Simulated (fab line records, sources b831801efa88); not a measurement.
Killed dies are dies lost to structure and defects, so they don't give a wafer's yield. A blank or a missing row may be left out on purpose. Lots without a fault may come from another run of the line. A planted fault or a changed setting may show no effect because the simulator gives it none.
A struck lot beside a sound one | flow sky130 | 15 steps out of a route of 708
Sound: wafers L348.2, L348.4, L348.5. Struck: wafers L356.2, L356.4, L356.6. The cause comes at the end.
At each step with rows: each side's tool, then ch and its chambers, then its first start. Under that, the readings that differ: sound wafers | struck wafers | difference of the means | sigmas: that difference in standard deviations of wafers without a fault.
alike: readings whose means differ by less than 2 such deviations, and words and numbers that are the same on both sides. not compared: withheld readings, readings that some wafer has no value for, bounds like >300 that may hide the same value, and numbers for which the record gives no deviation and whose values overlap.
The two part at a step that has a row with sigmas, a row that says differs or no value, or rows on one side only. Numbers that don't overlap but have no deviation are shown without sigmas and don't part them. A reading that every wafer of one side lacks parts them only if that side has two wafers or more.

SKY_METAL1_THK_MEAS_06: measures by xrf.
  sound on film_metro-01, day 35 20:06; struck on film_metro-03, day 37 16:03
  alike: METAL1_ALCU_THK
then, 8 steps without rows for these wafers: SKY_METAL1_DEHYDRATE_07 (time 60 s); SKY_METAL1_HMDS_08 (prime time 60 s); SKY_METAL1_COAT_09 (resist thk 60 nm); SKY_METAL1_COAT_10 (resist thk 450 nm); SKY_METAL1_SOFTBAKE_11 (time 90 s); SKY_METAL1_EXPOSE_12 (exposes mask MM1, target cd 140 nm); SKY_METAL1_PEB_13; SKY_METAL1_DEVELOP_14 (develop time 60 s).
SKY_METAL1_CD_MEAS_15: target cd 140 nm.
  sound on cd_sem-02, day 36 22:50; struck on cd_sem-01, day 38 18:02
  alike: cd_nm
SKY_METAL1_OVL_MEAS_16:
  sound on overlay-01, day 36 22:56; struck on overlay-02, day 38 18:09
  alike: METAL1_OVL
SKY_METAL1_DESCUM_17: chemistry O2, time 8 s.
  sound on rie_metal-01 ch 0,1, day 36 22:58; struck on rie_metal-01 ch 0, day 38 18:11
  alike: drypump_motor_current_A, oes_product_au
  not compared: rf_hours_counter_h
SKY_METAL1_ETCH_18: etches BARC in N2/H2, stops on SiO2, time 45.9 s, target depth 60 nm.
  sound on rie_metal-01 ch 0,1, day 36 23:00; struck on rie_metal-01 ch 0, day 38 18:13
  reading                                       | sound             | struck            | difference | sigmas
  rf_fwd_power_W (W)                            | 489.4 491.3 494.8 | 413.6 412.4 413.7 | -78.6      | -33
  model.KrF-thick_of_METAL1_COAT_10.thk_nm (nm) | 392 390.5 394.9   | 401.7 402.1 401.5 | +9.3       |
  alike: drypump_motor_current_A, oes_product_au, throttle_valve_pct
  not compared: rf_hours_counter_h
SKY_METAL1_METAL_ETCH_19: etches the open film in Cl2/BCl3, stops on SiO2, target depth 360 nm, time 78 s.
  sound on rie_metal-01 ch 0,1, day 36 23:04; struck on rie_metal-01 ch 0, day 38 18:18
  alike: drypump_motor_current_A, oes_product_au, rf_fwd_power_W, throttle_valve_pct
  not compared: rf_hours_counter_h
-- the record jumps here: 12 days lie between the struck wafers' starts before and after (it left off in module METAL1 and takes up again in module PAD_OPEN, whose first step shown is number 708 of the route) --
SKY_PAD_OPEN_PROBE_99:
  the record has rows for the struck wafers here (prober-02, day 50 08:17) and none for the sound ones

WHERE THEY PART
First at SKY_METAL1_ETCH_18; last, within this record, at SKY_PAD_OPEN_PROBE_99.

WHY: what the simulator had put in
Process parameter drift: rie_metal-01, from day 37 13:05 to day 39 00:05, at SKY_METAL1_ETCH_18. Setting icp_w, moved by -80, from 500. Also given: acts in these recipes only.
